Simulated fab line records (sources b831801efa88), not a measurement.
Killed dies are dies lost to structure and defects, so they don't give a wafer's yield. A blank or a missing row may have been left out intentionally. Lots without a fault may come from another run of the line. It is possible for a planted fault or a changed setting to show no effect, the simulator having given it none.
fab line records	flow sky130
record: lots: 11	wafers: 33	last_day: 50
route steps=708 shown METAL3@534 CAPM@551 VIA3@575 VIA4@656 PAD_OPEN@708
lots untouched by any fault: they come from a run of this same line in which no faults occurred
start_h: hours from the record's opening day to when the first of the lot's shown wafers began	wait_h: hours since the lot's step before	" the same as in the row above	L1.1+2: several wafers, shown together as one row	- value missing, or start not given	* or withheld: withheld	< > ~ a bound
route shown NAME@n: names a module that has steps shown in the file, with the first one's number in the route	usual: mean and standard deviation over wafers with no fault	same: alike in all rows	chamber/n: place in a boat	sites: each site's reading	_std_site: the values' standard deviation	_edge_site: inner sites' mean taken away from outer sites' mean	radius_mm: for every site, how far away it sits from the centre of the wafer	mask NAME#n: copy n	behind: the tool/chamber that last shaped the wafer	hold: reason for holding the lot/hours on hold/outcome of the hold	device: the n, p or np transistor that did not switch	end of line: the route-end tests of the same wafers	a step given without rows: its recipe and nothing more	killed: at the first sort, the dies lost to defects and structure; wafer yield is something else	map: dies across one wafer; x = killed, . = not, _ = none there
set.NAME: the setting the step ran with; set.NAME@STEP: the setting that earlier step ran with	model.NAME: the simulator's own value behind a step, which no gauge read
one table for each step of the route and one row for each wafer, over a sample of lots
services: the hour from which a tool's chamber was out of use, counted from the record's first day as start_h (under 0 if before that day), plus the number of hours and why
== steps ==
step: SKY_METAL3_SPUTTER_02
recipe: material: AlCu	target_thk_nm: 735	power_w: 10600	time_s: 39.1	chamber_pressure_pa: 0.4
usual: cathode_dc_power_W: 10600/1.8	chamber_pressure_pa: 0.3999/0.00084	throttle_valve_pct: 29.8/1.1
lot.wafer	tool	chamber	start_h	wait_h	cathode_dc_power_W	chamber_pressure_pa	throttle_valve_pct
L808.1	pvd_sputter-03	-	842.97	0.0	10601	0.4003	32.2
L808.2	"	-	"	"	10601	0.4007	28.8
L808.5	"	-	"	"	10602	0.3992	31.7
L811.2	pvd_sputter-03	-	864.22	0.0	10600	0.4000	29.9
L811.4	"	-	"	"	10601	0.4003	31.3
L811.6	"	-	"	"	10598	0.4003	32.2
L812.2	pvd_sputter-03	-	881.36	0.0	10600	0.4007	28.8
L812.3	"	-	"	"	10600	0.3994	29.7
L812.4	"	-	"	"	10602	0.4000	31.3
L814.3	pvd_sputter-04	-	900.63	0.0	10600	0.4014	30.1
L814.4	"	-	"	"	10598	0.3987	29.1
L814.6	"	-	"	"	10603	0.4017	29.8
L817.1	pvd_sputter-01	-	915.29	0.0	10601	0.3986	28.7
L817.3	"	-	"	"	10600	0.4003	29.5
L817.4	"	-	"	"	10601	0.3985	30.3
L825.4	pvd_sputter-04	-	970.17	0.0	10604	0.4010	31.0
L825.5	"	-	"	"	10602	0.4015	31.0
L825.6	"	-	"	"	10602	0.4012	29.2
L826.4	pvd_sputter-01	-	973.59	0.0	10599	0.4005	30.4
L826.5	"	-	"	"	10597	0.3989	29.8
L826.6	"	-	"	"	10602	0.3997	30.1
L828.2	pvd_sputter-03	-	992.41	0.0	10599	0.3998	32.1
L828.3	"	-	"	"	10598	0.3985	28.8
L828.4	"	-	"	"	10603	0.3999	31.7
L829.1	pvd_sputter-01	-	994.88	0.0	10596	0.3993	29.4
L829.2	"	-	"	"	10602	0.4004	28.9
L829.5	"	-	"	"	10598	0.4013	29.1
L830.1	pvd_sputter-01	-	998.48	0.0	10600	0.4002	28.8
L830.2	"	-	"	"	10601	0.3995	30.2
L830.4	"	-	"	"	10598	0.4014	28.9
L831.3	pvd_sputter-01	-	1005.39	0.0	10603	0.3999	29.1
L831.4	"	-	"	"	10601	0.3986	30.2
L831.5	"	-	"	"	10602	0.3999	29.9
step: SKY_CAPM_STRIP_14
recipe: chemistry: O2/N2	power_w: 1400	pressure_mtorr: 1500	platen_temp_c: withheld	o2_flow_sccm: 3000	n2_flow_sccm: 300	overash_fraction: 0.5
usual: drypump_motor_current_A: 5.9/0.59	oes_product_au: 0.710/0.0047	strip_time_to_endpoint_s: 12.63/0.048
lot.wafer	tool	chamber	start_h	wait_h	drypump_motor_current_A	oes_product_au	rf_hours_counter_h	strip_time_to_endpoint_s
L808.1	plasma_asher-03	1	868.26	0.1	6.0	0.712	72	12.53
L808.2	"	0	"	"	5.0	0.718	72	12.60
L808.5	"	0	"	"	5.0	0.712	-	12.56
L811.2	plasma_asher-03	1	889.96	0.1	6.0	0.715	75	12.71
L811.4	"	0	"	"	5.0	0.707	-	12.64
L811.6	"	1	"	"	6.0	0.716	-	12.61
L812.2	plasma_asher-01	0	906.88	0.1	5.6	0.704	46	12.61
L812.3	"	1	"	"	6.5	0.712	-	12.63
L812.4	"	0	"	"	5.6	0.707	-	12.58
L814.3	plasma_asher-01	0	925.29	0.1	5.6	0.712	-	12.62
L814.4	"	1	"	"	6.4	0.703	-	12.62
L814.6	"	1	"	"	6.4	0.707	-	12.64
L817.1	plasma_asher-02	0	939.89	0.1	5.3	0.712	115	12.68
L817.3	"	0	"	"	5.3	0.716	-	12.63
L817.4	"	1	"	"	6.7	0.712	-	12.65
L825.4	plasma_asher-03	0	995.46	0.1	5.0	0.712	-	12.74
L825.5	"	1	"	"	6.0	0.705	-	12.71
L825.6	"	0	"	"	5.0	0.705	-	12.71
L826.4	plasma_asher-01	0	998.94	0.1	5.6	0.717	-	12.58
L826.5	"	0	"	"	5.6	0.708	-	12.55
L826.6	"	1	"	"	6.4	0.707	-	12.60
L828.2	plasma_asher-02	0	1015.31	0.1	5.3	0.711	123	12.62
L828.3	"	1	"	"	6.7	0.706	-	12.68
L828.4	"	0	"	"	5.3	0.714	-	12.64
L829.1	plasma_asher-02	1	1018.21	0.1	6.6	0.706	123	12.63
L829.2	"	0	"	"	5.3	0.704	123	12.60
L829.5	"	1	"	"	6.6	0.705	-	12.58
L830.1	plasma_asher-01	1	1020.93	0.1	6.4	0.708	58	12.57
L830.2	"	0	"	"	5.6	0.710	58	12.63
L830.4	"	1	"	"	6.4	0.716	-	12.57
L831.3	plasma_asher-02	1	1028.14	0.1	6.6	0.719	-	12.64
L831.4	"	0	"	"	5.3	0.710	-	12.66
L831.5	"	1	"	"	6.6	0.707	-	12.61
step: SKY_VIA3_CMP_02
recipe: material: SiO2	down_force_psi: 4	platen_rpm: 60	pad_velocity_m_s: 0.94248
usual: motor_current_A: 12.1/1	slurry_filter_dp_kPa: 13.48/0.15
lot.wafer	tool	chamber	start_h	wait_h	motor_current_A	slurry_filter_dp_kPa
L808.2	cmp-02	3	896.04	0.1	12.3	13.51
L808.1	"	1	"	"	12.8	13.49
L808.5	"	3	"	"	12.6	13.54
L811.4	cmp-01	2	917.65	0.8	12.9	13.57
L811.2	"	0	"	"	11.0	13.43
L811.6	"	3	"	"	10.5	13.36
L812.4	cmp-01	2	932.75	0.1	12.5	13.46
L812.3	"	0	"	"	10.6	13.65
L812.2	"	1	"	"	13.0	13.57
L814.3	cmp-02	0	951.39	0.1	13.4	13.36
L814.4	"	1	"	"	12.3	13.16
L814.6	"	0	"	"	13.9	13.32
L817.1	cmp-02	3	965.71	0.1	12.7	13.49
L817.3	"	0	"	"	12.9	13.33
L817.4	"	2	"	"	12.9	13.60
L825.4	cmp-01	2	1019.85	0.1	12.0	13.48
L825.6	"	0	"	"	10.9	13.19
L825.5	"	1	"	"	12.9	13.67
L826.4	cmp-02	1	1023.34	0.1	12.3	13.48
L826.5	"	0	"	"	13.2	13.44
L826.6	"	1	"	"	12.1	13.41
L828.2	cmp-02	3	1039.42	0.0	12.6	13.41
L828.4	"	0	"	"	13.5	13.32
L828.3	"	2	"	"	11.9	13.13
L829.2	cmp-01	1	1041.62	0.0	13.6	13.63
L829.1	"	3	"	"	10.1	13.54
L829.5	"	2	"	"	12.6	13.41
L830.1	cmp-01	3	1044.54	0.1	10.8	13.56
L830.4	"	0	"	"	11.4	13.29
L830.2	"	1	"	"	13.7	13.51
L831.4	cmp-02	2	1051.39	0.1	11.7	13.49
L831.3	"	3	"	"	12.7	13.53
L831.5	"	1	"	"	12.1	13.59
step: SKY_VIA4_SPUTTER_17
recipe: material: TiN	target_thk_nm: 20	chamber_pressure_pa: 5	power_w: 4000	time_s: 80
usual: cathode_dc_power_W: 4000.0/0.81	chamber_pressure_pa: 4.998/0.01	throttle_valve_pct: 30.1/1.1
lot.wafer	tool	chamber	start_h	wait_h	cathode_dc_power_W	chamber_pressure_pa	throttle_valve_pct
L808.1	pvd_sputter-02	-	998.61	0.0	4001.4	4.996	30.8
L808.2	"	-	"	"	3999.7	4.991	29.4
L808.5	"	-	"	"	4000.1	4.995	29.7
L811.2	pvd_sputter-01	-	1018.50	0.0	4000.7	4.983	30.1
L811.4	"	-	"	"	4001.2	5.000	28.9
L811.6	"	-	"	"	3998.5	4.992	28.5
L812.2	pvd_sputter-01	-	1030.89	0.0	4000.0	4.979	29.2
L812.3	"	-	"	"	3999.7	5.009	29.2
L812.4	"	-	"	"	4000.5	4.992	29.6
L814.3	pvd_sputter-03	-	1047.85	0.0	3999.5	5.013	31.6
L814.4	"	-	"	"	3999.3	5.017	29.5
L814.6	"	-	"	"	4000.8	4.989	28.9
L817.1	pvd_sputter-02	-	1060.20	0.0	4001.1	4.998	30.9
L817.3	"	-	"	"	3999.6	5.004	31.3
L817.4	"	-	"	"	4001.0	4.997	29.7
L825.4	pvd_sputter-02	-	1109.17	0.0	-	-	-
L825.5	"	-	"	"	-	-	-
L825.6	"	-	"	"	-	-	-
L826.4	pvd_sputter-01	-	1111.84	0.0	-	-	-
L826.5	"	-	"	"	-	-	-
L826.6	"	-	"	"	-	-	-
L828.2	pvd_sputter-02	-	1126.44	0.0	4000.5	5.004	31.1
L828.3	"	-	"	"	4000.0	5.016	29.8
L828.4	"	-	"	"	4000.5	4.988	30.7
L829.1	pvd_sputter-01	-	1128.14	0.0	4000.5	4.999	28.9
L829.2	"	-	"	"	3998.3	4.989	28.9
L829.5	"	-	"	"	4001.0	5.010	28.8
L830.1	pvd_sputter-01	-	1129.01	0.0	3999.9	4.997	30.3
L830.2	"	-	"	"	4000.4	5.011	28.9
L830.4	"	-	"	"	3999.8	5.008	28.9
L831.3	pvd_sputter-03	-	1134.71	0.0	3998.6	4.994	29.5
L831.4	"	-	"	"	4000.0	5.008	31.7
L831.5	"	-	"	"	4000.3	5.006	28.9
step: SKY_PAD_OPEN_PROBE_99
usual: defect_limited_yield: 82.7/1.9	killed_at_M0_to_M3: 43/6.8	killed_at_M4_up: 2.9/1.7	killed_at_contacts: 24/5.4	killed_at_front_end: 15/4.8	killed_at_other: 0.3/0.57	killed_dies: 85/9.4	killed_on_rim: 16/4	killed_open: 47/7.5	killed_short: 38/5.7	sort_bin_3_pad_short: 0.8/0.37	sort_bin_5_function: 10.2/1.5	sort_bin_6_memory: 6.2/1.1	sort_n_pass: 407/9.4	sort_yield_pct: 82.7/1.9
same: gross_dies: 492	killed_at_back_side: 0	sort_bin_4_leakage[%]: 0	sort_bin_8_speed[%]: 0
lot.wafer	tool	chamber	start_h	wait_h	defect_limited_yield[%]	killed_at_M0_to_M3	killed_at_M4_up	killed_at_contacts	killed_at_front_end	killed_at_other	killed_dies	killed_on_rim	killed_open	killed_short	sort_bin_3_pad_short[%]	sort_bin_5_function[%]	sort_bin_6_memory[%]	sort_n_pass	sort_yield_pct[%]
L825.4	prober-01	-	1169.33	0.2	0	40	416	18	17	1	492	96	43	33	1.0	93.3	5.7	0	0
L825.5	prober-01	-	1169.38	0.2	0	48	407	22	15	0	492	96	51	35	0.8	94.7	4.5	0	0
L825.6	prober-01	-	1169.43	0.2	0	43	413	23	12	1	492	96	43	38	0.8	93.5	5.7	0	0
L826.4	prober-01	-	1171.51	0.2	0	46	407	23	16	0	492	96	46	41	0.4	92.9	6.7	0	0
L826.5	prober-01	-	1171.56	0.2	0	39	422	16	15	0	492	96	39	33	1.2	94.7	4.1	0	0
L826.6	prober-01	-	1171.61	0.2	0	39	402	31	20	0	492	96	58	33	0.4	93.1	6.5	0	0
killed by level:class
L825.4 VIA4:area_sputter=416 VIA1:geometric_particle:open=11 CONTACT:geometric_particle:open=9 VIA2:geometric_particle:open=7 METAL2:geometric_particle:short=5 FIELD_ISO:geometric_particle:open=4 FIELD_ISO:geometric_particle:short=4 VIA1:geometric_particle:short=4
L825.5 VIA4:area_sputter=406 CONTACT:geometric_particle:open=10 VIA3:geometric_particle:open=10 VIA1:geometric_particle:open=8 VIA2:geometric_particle:open=8 LI_CONTACT:geometric_particle:open=6 FIELD_ISO:geometric_particle:short=5 METAL1:geometric_particle:short=5
L825.6 VIA4:area_sputter=411 VIA1:geometric_particle:open=12 CONTACT:geometric_particle:open=10 VIA1:geometric_particle:short=7 LI_CONTACT:geometric_particle:open=6 VIA2:geometric_particle:open=6 METAL2:geometric_particle:short=4 METAL3:geometric_particle:short=4
L826.4 VIA4:area_sputter=405 CONTACT:geometric_particle:open=13 VIA1:geometric_particle:open=10 VIA1:geometric_particle:short=9 VIA3:geometric_particle:open=6 VIA2:geometric_particle:open=4 VIA2:geometric_particle:short=4 METAL2:geometric_particle:short=4
L826.5 VIA4:area_sputter=420 VIA3:geometric_particle:open=9 FIELD_ISO:geometric_particle:short=6 LI_CONTACT:geometric_particle:open=6 VIA2:geometric_particle:open=6 VIA1:geometric_particle:short=5 METAL2:geometric_particle:open=5 LOCAL_INTERCONNECT:geometric_particle:short=4
L826.6 VIA4:area_sputter=401 CONTACT:geometric_particle:open=13 LI_CONTACT:geometric_particle:open=12 FIELD_ISO:geometric_particle:open=9 VIA1:geometric_particle:open=7 VIA3:geometric_particle:open=6 POLY_GATE:geometric_particle:open=5 METAL1:geometric_particle:short=5
== services ==
tool	chamber	start_h	hours	kind
cmp-01	-	828.17	2.6	repair
cmp-02	-	840.36	4.0	repair
pvd_sputter-01	-	876.32	5.7	repair
cmp-02	-	883.09	3.8	pm
cmp-02	-	908.97	5.1	repair
cmp-02	-	914.05	4.0	pm
cmp-01	-	933.05	8.1	pm
pvd_sputter-03	-	948.12	3.5	repair
pvd_sputter-03	-	955.13	5.2	repair
cmp-01	-	963.66	2.7	repair
cmp-02	-	975.61	1.3	repair
pvd_sputter-03	-	987.20	4.1	repair
pvd_sputter-01	-	1006.70	2.5	repair
cmp-01	-	1008.61	5.6	repair
pvd_sputter-03	-	1010.32	1.1	repair
cmp-02	-	1017.09	1.4	repair
cmp-02	-	1018.49	4.2	pm
cmp-02	-	1033.05	0.5	repair
cmp-02	-	1058.02	4.2	repair
cmp-01	-	1063.87	0.4	repair
pvd_sputter-01	-	1077.92	0.9	repair
cmp-01	-	1084.12	4.0	pm
cmp-01	-	1091.93	0.9	repair
pvd_sputter-01	-	1095.33	7.5	repair
== key ==
first_sign: step: SKY_VIA4_SPUTTER_17	reading: tool_record	direction: missing
effect: step: SKY_PAD_OPEN_PROBE_99	reading: killed_at_M4_up	direction: up	sigmas: 99+	usual: 2.9	struck: 411.2
more_kills_born_at: SKY_VIA4_SPUTTER_17@pvd_sputter-02: 1233	SKY_VIA4_SPUTTER_17@pvd_sputter-01: 1226
met_at SKY_VIA4_SPUTTER_17
struck_lots L825,L826
later_rows_left_out L825.4,L825.5,L825.6,L826.4,L826.5,L826.6
not_acting_at SKY_METAL3_SPUTTER_02,SKY_CAPM_STRIP_14,SKY_VIA3_CMP_02
onset_between 1060.20 1109.17
fault: kind: skipped_step_whole	tool: pvd_sputter-01,pvd_sputter-02	chamber: -	onset_h: 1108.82	steps: SKY_VIA4_SPUTTER_17	scope: struck_lots_only
later_rows_left_out: the simulator's readings of these wafers behind a module that went badly wrong aren't trusted and aren't shown, but for the sort
